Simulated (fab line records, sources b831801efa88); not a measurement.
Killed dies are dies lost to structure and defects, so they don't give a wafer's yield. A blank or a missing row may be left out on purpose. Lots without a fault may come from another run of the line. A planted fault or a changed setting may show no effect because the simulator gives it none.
Which tool did it? | flow sky130 | 15 lots, 45 wafers sampled, at 7 steps of a route of 708

WHAT THE GAUGES READ, wafer by wafer
SKY_FIELD_ISO_THK_MEAS_23. Usual: FIELD_ISO_OXIDATION_01_THK 10.10 nm, standard deviation 0.25.
lot  | measured    | on            | FIELD_ISO_OXIDATION_01_THK (nm) | flag
L447 | day 2 12:13 | film_metro-04 | 9.97 10.03 10.17                |
L449 | day 2 22:35 | film_metro-03 | 9.71 10.00 9.70                 |
L450 | day 3 05:10 | film_metro-02 | 10.07 10.19 10.35               |
L452 | day 3 16:26 | film_metro-04 | 9.74 9.66 9.94                  |
L453 | day 3 19:20 | film_metro-04 | 10.08 10.08 10.05               |
L454 | day 4 04:11 | film_metro-03 | 10.00 9.98 9.95                 |
L456 | day 4 11:19 | film_metro-03 | 10.50 10.37 10.35               |
L462 | day 5 19:29 | film_metro-03 | 10.02 10.02 10.17               |
L463 | day 6 02:39 | film_metro-02 | 10.42 10.45 10.51               |
L464 | day 6 05:05 | film_metro-04 | 10.08 10.20 10.13               |
L465 | day 6 10:34 | film_metro-03 | 10.62 10.71 10.53               |
L466 | day 6 13:55 | film_metro-02 | 9.72 9.63 9.65                  |
L467 | day 6 19:27 | film_metro-02 | 10.07 10.07 10.09               |
L468 | day 7 01:52 | film_metro-03 | 10.37 10.39 10.10               |
L469 | day 7 06:04 | film_metro-04 | 9.94 10.01 10.15                |

SKY_VT_ADJUST_NCORE_CD_MEAS_07: target cd 380 nm. Usual: cd_nm 379.8 nm, standard deviation 2.4.
lot  | measured     | on        | cd_nm (nm)        | flag
L447 | day 8 20:52  | cd_sem-01 | 380.9 378.8 382.7 |
L449 | day 9 10:17  | cd_sem-02 | 383.3 380.3 383.4 |
L450 | day 9 17:25  | cd_sem-01 | 378.7 379.1 379.5 |
L452 | day 10 11:39 | cd_sem-02 | 381.1 380.9 382.7 |
L453 | day 10 23:23 | cd_sem-02 | - - -             | OFF
L454 | day 11 09:04 | cd_sem-01 | - - -             | OFF
L456 | day 11 18:19 | cd_sem-02 | - - -             | OFF
L462 | day 13 08:34 | cd_sem-01 | 378.2 377.9 378.3 |
L463 | day 13 18:14 | cd_sem-01 | 377.9 380.3 380.9 |
L464 | day 13 18:47 | cd_sem-01 | 381.2 379.3 381.3 |
L465 | day 14 04:34 | cd_sem-01 | 379.5 378.1 378.1 |
L466 | day 14 09:44 | cd_sem-01 | 380.6 377.1 379.5 |
L467 | day 14 16:33 | cd_sem-02 | 380.6 381.5 380.7 |
L468 | day 15 00:37 | cd_sem-01 | 381.0 381.8 380.8 |
L469 | day 15 18:10 | cd_sem-01 | 376.9 381.2 378.7 |

SKY_VT_ADJUST_HVTR_TW_MEAS_11. Usual: VT_ADJUST_HVTR_TW 211.3, standard deviation 3.
lot  | measured     | on            | VT_ADJUST_HVTR_TW | flag
L447 | day 9 18:50  | film_metro-03 | 214.4 214.7 213.7 |
L449 | day 10 09:36 | film_metro-02 | 211.6 211.3 212.8 |
L450 | day 10 16:23 | film_metro-03 | 213.6 214.9 213.8 |
L452 | day 11 11:19 | film_metro-02 | 210.6 210.5 210.2 |
L453 | day 11 22:55 | film_metro-02 | 263.0 263.0 262.2 | OFF
L454 | day 12 09:41 | film_metro-02 | 261.3 261.7 262.7 | OFF
L456 | day 12 19:02 | film_metro-03 | 265.9 267.6 265.3 | OFF
L462 | day 14 11:22 | film_metro-02 | 211.1 210.4 211.2 |
L463 | day 14 20:43 | film_metro-03 | 214.5 214.1 214.6 |
L464 | day 14 20:59 | film_metro-03 | 214.2 213.6 213.4 |
L465 | day 15 07:07 | film_metro-02 | 212.5 212.2 212.5 |
L466 | day 15 13:41 | film_metro-01 | 208.8 207.9 208.2 |
L467 | day 15 20:20 | film_metro-01 | 207.7 208.0 207.1 |
L468 | day 16 05:14 | film_metro-01 | 207.7 209.3 209.2 |
L469 | day 16 23:19 | film_metro-03 | 216.1 214.2 214.5 |

SKY_VT_ADJUST_PCH_TW_MEAS_10. Usual: VT_ADJUST_PCH_TW 142.4, standard deviation 1.3.
lot  | measured     | on            | VT_ADJUST_PCH_TW  | flag
L447 | day 10 16:56 | film_metro-04 | 143.4 143.4 143.6 |
L449 | day 11 11:32 | film_metro-04 | 143.2 143.8 143.4 |
L450 | day 11 14:43 | film_metro-01 | 141.4 141.7 141.5 |
L452 | day 12 11:17 | film_metro-01 | 141.2 141.2 141.3 |
L453 | day 12 23:53 | film_metro-01 | 229.4 229.1 229.3 | OFF
L454 | day 13 10:50 | film_metro-04 | 233.5 231.5 233.3 | OFF
L456 | day 13 20:49 | film_metro-04 | 233.6 233.4 232.2 | OFF
L462 | day 15 13:59 | film_metro-02 | 143.5 143.4 144.0 |
L463 | day 15 23:58 | film_metro-01 | 140.6 141.0 140.8 |
L464 | day 16 00:39 | film_metro-04 | 143.8 144.0 145.0 |
L465 | day 16 11:16 | film_metro-02 | 143.7 143.1 142.7 |
L466 | day 16 18:25 | film_metro-04 | 143.8 143.5 144.0 |
L467 | day 17 00:55 | film_metro-02 | 143.2 142.9 143.3 |
L468 | day 17 10:04 | film_metro-01 | 141.4 140.3 140.8 |
L469 | day 18 04:43 | film_metro-02 | 144.4 143.4 143.5 |

WHICH TOOL RAN EACH LOT (tool, then ch and the chambers of the sampled wafers, then the start)
lot  | SKY_NWELL_STRIP_25                   | SKY_VT_ADJUST_HVTP_STRIP_10          | SKY_VT_ADJUST_NCORE_COAT_02
L447 | plasma_asher-02 ch 0,1, day 5 13:43  | plasma_asher-02 ch 0,1, day 6 09:26  | litho_track-02 ch 0, day 8 10:14
L449 | plasma_asher-01 ch 0,1, day 6 00:58  | plasma_asher-04 ch 1, day 6 20:23    | litho_track-02 ch 0, day 8 23:40
L450 | plasma_asher-02 ch 0,1, day 6 07:28  | plasma_asher-04 ch 0,1, day 7 03:41  | litho_track-04 ch 0, day 9 05:58
L452 | plasma_asher-04 ch 0,1, day 6 22:05  | plasma_asher-02 ch 0,1, day 7 17:59  | litho_track-04 ch 0, day 9 23:58
L453 | plasma_asher-04 ch 0,1, day 7 07:39  | plasma_asher-03 ch 0,1, day 8 03:38  | litho_track-01, day 10 11:19
L454 | plasma_asher-04 ch 0, day 7 16:48    | plasma_asher-04 ch 0,1, day 8 13:59  | litho_track-04, day 10 22:10
L456 | plasma_asher-01 ch 0,1, day 8 01:07  | plasma_asher-03 ch 0,1, day 8 22:43  | litho_track-02, day 11 06:53
L462 | plasma_asher-04 ch 0,1, day 9 09:55  | plasma_asher-04 ch 0,1, day 10 08:56 | litho_track-02 ch 0, day 12 19:26
L463 | plasma_asher-04 ch 0,1, day 9 18:19  | plasma_asher-04 ch 0,1, day 10 17:55 | litho_track-02 ch 0, day 13 05:29
L464 | plasma_asher-02 ch 0,1, day 9 19:30  | plasma_asher-03 ch 0,1, day 10 18:32 | litho_track-01 ch 0, day 13 05:59
L465 | plasma_asher-04 ch 0,1, day 10 03:06 | plasma_asher-03 ch 0,1, day 11 02:05 | litho_track-02 ch 0, day 13 15:11
L466 | plasma_asher-04 ch 0,1, day 10 07:55 | plasma_asher-03 ch 0,1, day 11 07:31 | litho_track-02 ch 0, day 13 20:10
L467 | plasma_asher-01 ch 0,1, day 10 13:05 | plasma_asher-02 ch 0,1, day 11 12:18 | litho_track-01 ch 0, day 14 03:49
L468 | plasma_asher-04 ch 1, day 10 20:31   | plasma_asher-03 ch 1, day 11 20:08   | litho_track-01 ch 0, day 14 12:11
L469 | plasma_asher-02 ch 0,1, day 11 11:03 | plasma_asher-04 ch 0,1, day 12 11:35 | litho_track-01 ch 0, day 15 04:22
- SKY_NWELL_STRIP_25: strips in O2/N2.
- SKY_VT_ADJUST_HVTP_STRIP_10: strips in O2/N2.
- SKY_VT_ADJUST_NCORE_COAT_02: resist thk 1140 nm.

WHAT THE TOOLS THEMSELVES READ (means of the sampled wafers that have a number; where no wafer has one, the mark that the record gives instead)
SKY_NWELL_STRIP_25. Usual: drypump_motor_current_A 5.9 A, standard deviation 0.41; oes_product_au 0.722 a.u., standard deviation 0.0048; strip_time_to_endpoint_s 36.92 s, standard deviation 0.097.
lot  | tool            | drypump_motor_current_A (A) | oes_product_au (a.u.) | strip_time_to_endpoint_s (s) | flag
L447 | plasma_asher-02 | 6.0                         | 0.720                 | 37.01                        |
L449 | plasma_asher-01 | 5.8                         | 0.719                 | 36.91                        |
L450 | plasma_asher-02 | 6.0                         | 0.722                 | 37.02                        |
L452 | plasma_asher-04 | 6.2                         | 0.720                 | 37.00                        |
L453 | plasma_asher-04 | 6.0                         | 0.722                 | 36.99                        |
L454 | plasma_asher-04 | 6.0                         | 0.726                 | 36.77                        |
L456 | plasma_asher-01 | 5.8                         | 0.719                 | 36.93                        |
L462 | plasma_asher-04 | 6.1                         | 0.722                 | 36.86                        |
L463 | plasma_asher-04 | 6.1                         | 0.723                 | 36.98                        |
L464 | plasma_asher-02 | 6.0                         | 0.718                 | 36.77                        |
L465 | plasma_asher-04 | 6.1                         | 0.725                 | 36.92                        |
L466 | plasma_asher-04 | 6.0                         | 0.721                 | 36.77                        |
L467 | plasma_asher-01 | 5.5                         | 0.721                 | 36.79                        |
L468 | plasma_asher-04 | 6.2                         | 0.721                 | 36.92                        |
L469 | plasma_asher-02 | 6.0                         | 0.724                 | 36.98                        |

SKY_VT_ADJUST_HVTP_STRIP_10. Usual: drypump_motor_current_A 5.9 A, standard deviation 0.32; oes_product_au 0.716 a.u., standard deviation 0.0045; strip_time_to_endpoint_s 14.18 s, standard deviation 0.038.
lot  | tool            | drypump_motor_current_A (A) | oes_product_au (a.u.) | strip_time_to_endpoint_s (s) | flag
L447 | plasma_asher-02 | 6.0                         | 0.718                 | 14.14                        |
L449 | plasma_asher-04 | 6.2                         | 0.715                 | 14.17                        |
L450 | plasma_asher-04 | 6.1                         | 0.715                 | 14.20                        |
L452 | plasma_asher-02 | 5.8                         | 0.715                 | 14.23                        |
L453 | plasma_asher-03 | 5.9                         | 0.718                 | 14.20                        |
L454 | plasma_asher-04 | 6.1                         | 0.717                 | 14.18                        |
L456 | plasma_asher-03 | 5.9                         | 0.718                 | 14.17                        |
L462 | plasma_asher-04 | 6.2                         | 0.712                 | 14.17                        |
L463 | plasma_asher-04 | 6.1                         | 0.718                 | 14.17                        |
L464 | plasma_asher-03 | 5.6                         | 0.719                 | 14.20                        |
L465 | plasma_asher-03 | 5.9                         | 0.713                 | 14.20                        |
L466 | plasma_asher-03 | 5.9                         | 0.715                 | 14.18                        |
L467 | plasma_asher-02 | 5.8                         | 0.713                 | 14.19                        |
L468 | plasma_asher-03 | 6.1                         | 0.718                 | 14.13                        |
L469 | plasma_asher-04 | 6.1                         | 0.712                 | 14.22                        |

SKY_VT_ADJUST_NCORE_COAT_02. Usual: chill_plate_temp_C 22.99 C, standard deviation 0.11; dispense_pressure_kPa 51.7 kPa, standard deviation 1.4.
lot  | tool           | chill_plate_temp_C (C) | dispense_pressure_kPa (kPa) | flag
L447 | litho_track-02 | 22.97                  | 50.4                        |
L449 | litho_track-02 | 23.05                  | 50.4                        |
L450 | litho_track-04 | 23.02                  | 51.8                        |
L452 | litho_track-04 | 22.90                  | 51.8                        |
L453 | litho_track-01 | -                      | -                           | OFF
L454 | litho_track-04 | -                      | -                           | OFF
L456 | litho_track-02 | -                      | -                           | OFF
L462 | litho_track-02 | 22.93                  | 50.4                        |
L463 | litho_track-02 | 23.03                  | 50.4                        |
L464 | litho_track-01 | 22.94                  | 53.9                        |
L465 | litho_track-02 | 22.86                  | 50.4                        |
L466 | litho_track-02 | 23.13                  | 50.4                        |
L467 | litho_track-01 | 23.02                  | 53.9                        |
L468 | litho_track-01 | 23.06                  | 53.9                        |
L469 | litho_track-01 | 22.99                  | 53.9                        |

THE ANSWER, worked out from the rows above alone
Rule: a lot is off if the mean of its wafers that have a number lies more than 3 standard deviations from the usual mean. A lot without any number at a reading at which 4 lots or more have one is off too. The other lots that the step has rows for count as sound. The gauges are gone through in route order, then the tools' own readings, and for those a lot's mean is taken as printed above. The first step at which some lot is off is used, and at that step the reading that is off furthest; a lot without a number counts as furthest.
Off: L453, L454, L456, at SKY_VT_ADJUST_NCORE_CD_MEAS_07 (cd_nm). Without a number there: L453, L454, L456.
A tool fits if, at a process step before that reading, it ran every lot that is off, and no sound lot after the first of them. The gauges at SKY_VT_ADJUST_NCORE_CD_MEAS_07 aren't tried: what is off there is off at SKY_VT_ADJUST_HVTR_TW_MEAS_11 too, on other tools, and a gauge's error can't cause that. None of those tried fits.

WHAT THE SIMULATOR HAD PUT IN
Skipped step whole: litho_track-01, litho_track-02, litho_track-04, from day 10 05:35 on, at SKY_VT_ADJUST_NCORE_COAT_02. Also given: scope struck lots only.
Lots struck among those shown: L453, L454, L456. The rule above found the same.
